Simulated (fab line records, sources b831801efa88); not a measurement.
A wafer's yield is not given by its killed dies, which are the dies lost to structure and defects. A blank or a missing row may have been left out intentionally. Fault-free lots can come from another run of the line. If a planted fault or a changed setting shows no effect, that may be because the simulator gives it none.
A lot that was struck, set against a sound lot    flow sky130    35 out of 708 route steps
Sound: the wafers L712.2, L712.4, L712.5. Wafers L724.3, L724.4, L724.6 were the ones struck. The cause is given at the end.
Order at every step that has rows: each side's tool, ch and its chambers, its first start. Under that, the readings that differ: sound wafers    struck wafers    difference of the means    sigmas: that difference in standard deviations of wafers without a fault.
alike: readings whose means differ by less than 2 such deviations, and words and numbers that are the same on both sides. not compared: withheld readings, readings that some wafer has no value for, bounds like >300 that may hide the same value, and numbers for which the record gives no deviation and whose values overlap.
A row with sigmas, a row that says differs or no value, or rows on one side alone: a step with any of these is where the two part. Numbers that have no deviation but don't overlap get no sigmas and don't part them. Lack of a reading on every wafer of one side parts them only where that side has two or more wafers.

SKY_SD_P_CD_MEAS_07 targets a cd of 380 nm.
  sound on cdSem-01 at day 27 14:32; struck on cdSem-02 at day 31 15:22
  alike: cdNm
SKY_SD_P_OVL_MEAS_08:
  sound on overlay-02 at day 27 14:38; struck on overlay-02 at day 31 15:28
reading        sound        struck          difference  sigmas
SD_P_OVL (nm)  1.7 3.1 2.3  -1.3 -0.8 -3.3  -4.2        -3
after that, 1 step had no rows for these wafers: SKY_SD_P_IMPLANT_09.
SKY_SD_P_STRIP_10: strips in O2/N2.
  sound on plasmaAsher-04 ch 0,1, day 27 14:49; struck on plasmaAsher-01 ch 0,1, day 31 15:40
  alike: drypumpMotorCurrentA, oesProductAu, stripTimeToEndpointS
  not compared: rfHoursCounterH
SKY_SD_P_TW_MEAS_11:
  sound on filmMetro-04 at day 27 14:56; struck on filmMetro-03 at day 31 15:45
  alike: SD_P_TW
then, 7 steps without rows for these wafers: SKY_RES_XHIGH_DEHYDRATE_00 (time 60 s); SKY_RES_XHIGH_HMDS_01 (prime time 60 s); SKY_RES_XHIGH_COAT_02 (resist thk 1140 nm); SKY_RES_XHIGH_SOFTBAKE_03 (time 60 s); SKY_RES_XHIGH_EXPOSE_04 (exposes mask URPM, target cd 1270 nm); SKY_RES_XHIGH_PEB_05; SKY_RES_XHIGH_DEVELOP_06 (develop time 60 s).
SKY_RES_XHIGH_IMPLANT_07:
  sound on implanter-04 ch 0, day 28 18:48; struck on implanter-04 ch 0, day 32 18:50
reading           sound           struck          difference  sigmas
beamOnS (s)       37.7 37.5 38.9  30.8 30.1 29.5  -7.9        -8
faradayCurrentUA  534 542 523     659 675 687     +141        +10
  alike: endStationPressureTorr
SKY_RES_XHIGH_STRIP_08: strips in O2/N2.
  sound on plasmaAsher-02 ch 0,1, day 28 18:56; struck on plasmaAsher-04 ch 0,1, day 32 18:58
reading              sound              struck             difference  sigmas
oesProductAu (a.u.)  0.712 0.705 0.707  0.717 0.719 0.715  +0.009      +2
  alike: drypumpMotorCurrentA, stripTimeToEndpointS
  not compared: rfHoursCounterH
SKY_RES_XHIGH_TW_MEAS_09:
  sound on filmMetro-03 at day 28 19:02; struck on filmMetro-03 at day 32 19:03
reading       sound           struck          difference  sigmas
RES_XHIGH_TW  1649 1648 1651  1545 1541 1542  -107        -8
then, 7 steps without rows for these wafers: SKY_SD_N_DEHYDRATE_00 (time 60 s); SKY_SD_N_HMDS_01 (prime time 60 s); SKY_SD_N_COAT_02 (resist thk 1140 nm); SKY_SD_N_SOFTBAKE_03 (time 60 s); SKY_SD_N_EXPOSE_04 (exposes mask NSDM, target cd 380 nm); SKY_SD_N_PEB_05; SKY_SD_N_DEVELOP_06 (develop time 60 s).
SKY_SD_N_CD_MEAS_07 targets a cd of 380 nm.
  sound on cdSem-01 at day 29 22:15; struck on cdSem-02 at day 33 21:31
  alike: cdNm
SKY_SD_N_OVL_MEAS_08:
  sound on overlay-02 at day 29 22:21; struck on overlay-02 at day 33 21:37
  alike: SD_N_OVL
then, 2 steps without rows for these wafers: SKY_SD_N_IMPLANT_09; SKY_SD_N_IMPLANT_10.
SKY_SD_N_STRIP_11: strips in O2/N2.
  sound on plasmaAsher-04 ch 0,1, day 29 22:41; struck on plasmaAsher-02 ch 0,1, day 33 21:58
  alike: drypumpMotorCurrentA, oesProductAu, stripTimeToEndpointS
  not compared: rfHoursCounterH
SKY_SD_N_TW_MEAS_12:
  sound on filmMetro-04 at day 29 22:47; struck on filmMetro-04 at day 33 22:03
  alike: SD_N_TW
then, 1 step without rows for these wafers: SKY_SD_N_CLEAN_13 (cleans in SC1/SC2, time 150 s).
SKY_SD_N_RTA_14: time 2 s.
  sound on rtpAnneal-02 ch 0, day 29 22:54; struck on rtpAnneal-02 ch 0, day 33 22:10
  alike: lampPowerPct, wafer_temp_C_max
SKY_SD_N_RS_MEAS_16: uses a four-point probe to measure.
  sound on filmMetro-01 at day 29 23:05; struck on filmMetro-03 at day 33 22:22
  alike: SD_N_RS
SKY_SD_N_RS_MEAS_17: uses a four-point probe to measure.
  sound on filmMetro-01 at day 29 23:13; struck on filmMetro-03 at day 33 22:29
  alike: SD_P_RS
SKY_SD_N_RS_MEAS_18: uses a four-point probe to measure.
  sound on filmMetro-01 at day 29 23:20; struck on filmMetro-03 at day 33 22:36
reading                sound              struck             difference  sigmas
RES_XHIGH_RS (ohm/sq)  332.8 331.5 333.2  393.5 395.7 393.3  +61.7       +47
then, 1 step without rows for these wafers: SKY_SALICIDE_CLEAN_00 (cleans in HF-last, time 30 s).
-- the record jumps here: 16 days lie between the struck wafers' starts before and after (it left off in module SALICIDE and takes up again in module PAD_OPEN, whose first step shown is number 708 of the route) --
SKY_PAD_OPEN_PROBE_99:
  sound on prober-01 at day 47 07:04; struck on prober-02 at day 50 01:06
reading                                      sound                 struck                difference  sigmas
model.etest.resXhighPo.lineOhmUm             5567 5640 5698        8787 9377 8918        +3392       
model.etest.resXhighPo.rsOhmSq               1961 1934 2008        3106 3326 3090        +1206       
model.etest.resXhighPo.rsOhmSqRange          93.45 98.16 75.65     339.7 515.5 392.2     +326.7      
model.etest.resXhighPo.rsOhmSqRimLessCentre  -78.62 -62.68 -65.84  -297.9 -452.4 -342.7  -295.3      
  alike: killed_at_M0_to_M3, killed_at_M4_up, killedAtContacts, killedAtFrontEnd, killedAtOther, killedDies, killedOpen, killedShort

== WHERE THEY PART ==
Earliest at SKY_SD_P_OVL_MEAS_08; latest, in this record, at SKY_SD_N_RS_MEAS_18. Later steps at which nothing parts them and some readings are alike: SKY_PAD_OPEN_PROBE_99.

WHY: what had been put in by the simulator
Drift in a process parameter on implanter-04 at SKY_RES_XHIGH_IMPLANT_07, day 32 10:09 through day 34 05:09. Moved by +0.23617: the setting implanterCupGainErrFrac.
